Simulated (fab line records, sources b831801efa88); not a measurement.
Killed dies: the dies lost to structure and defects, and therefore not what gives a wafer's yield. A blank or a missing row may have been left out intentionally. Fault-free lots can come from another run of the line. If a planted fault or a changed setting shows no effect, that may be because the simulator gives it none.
One fault seen from 2 desks :: flow sky130 :: only its own numbers are on each desk; what lay behind them is given at the end

DESK OF THE TOOL OWNER: wet bench-04
The tool's own readings at SKY_FIELD_ISO_WET_ETCH_30 (etches SiO2 in dHF, target depth 25 nm, time 50 s): means of the sampled wafers that have a number, for each lot that ran on this tool. If a lot's mean is further than 4 standard deviations from the usual mean, the lot is out of limits and carries the mark OUT (the distance appears in the brackets).
Columns: A = bath heat duty pct at SKY_FIELD_ISO_WET_ETCH_30, usual 6.7 %; B = temp c at SKY_FIELD_ISO_WET_ETCH_30, usual 24.99 C
lot: L609
first seen here: day 3 01:41
A: 7.0
B: 24.84

lot: L612
first seen here: day 4 01:47
A: 6.7
B: 24.95

lot: L613
first seen here: day 4 01:55
A: 6.8
B: 25.09

lot: L614
first seen here: day 4 07:22
A: 0.0 (-9.7) OUT
B: 8.16 (-99 or more) OUT
This desk's finding: out of limits on L614; first on L614, day 4 07:22 (bath heat duty pct at SKY_FIELD_ISO_WET_ETCH_30). L609, L612, L613: within limits.

THE METROLOGY DESK
What the gauges read for every lot (on any tool): the sampled wafers with a number, averaged. If a lot's mean is further than 4 standard deviations from the usual mean, the lot is out of limits and carries the mark OUT (the distance appears in the brackets).
Columns: A = LOCAL_INTERCONNECT_TIN_THK at SKY_LOCAL_INTERCONNECT_THK_MEAS_02, usual 99.1 nm; B = CONTACT_W_RS at SKY_CONTACT_RS_MEAS_25, usual 0.336 ohm/sq
lot: L606
first seen here: day 28 23:31
A: 98.3
B: 0.338

lot: L607
first seen here: day 29 09:26
A: 98.8
B: 0.338

lot: L608
first seen here: day 29 21:06
A: 97.6
B: 0.333

lot: L609
first seen here: day 29 22:39
A: 99.7
B: 0.335

lot: L610
first seen here: day 30 16:29
A: 99.9
B: 0.339

lot: L611
first seen here: day 31 07:28
A: 100.1
B: 0.335

lot: L613
first seen here: day 31 18:38
A: 97.0
B: 0.339

lot: L612
first seen here: day 31 20:10
A: 99.1
B: 0.343

lot: L614
first seen here: day 31 23:28
A: 99.2
B: 0.335

lot: L617
first seen here: day 33 18:14
A: 98.6
B: 0.338

lot: L623
first seen here: day 34 23:46
A: 98.7
B: 0.340

lot: L628
first seen here: day 36 13:51
A: 98.1
B: 0.334
This desk's finding: nothing out of limits on any of the 12 lots.

PUT TOGETHER
An alarm could have come from the tool owner's desk at day 4 07:22, on L614.
From the metrology desk's view, nothing was out of limits.
The metrology desk holds a record of L614, inside its limits.
All the named lots went through SKY_FIELD_ISO_WET_ETCH_30 on wet bench-04.

WHAT THE SIMULATOR HAD PUT IN
wet bench-04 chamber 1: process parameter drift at SKY_FIELD_ISO_WET_ETCH_30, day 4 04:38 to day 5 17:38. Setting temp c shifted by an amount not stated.
Struck lots among those shown: L614.
How many hours passed from the start of the fault until each desk's first out-of-limits reading: the tool owner's desk, 3.
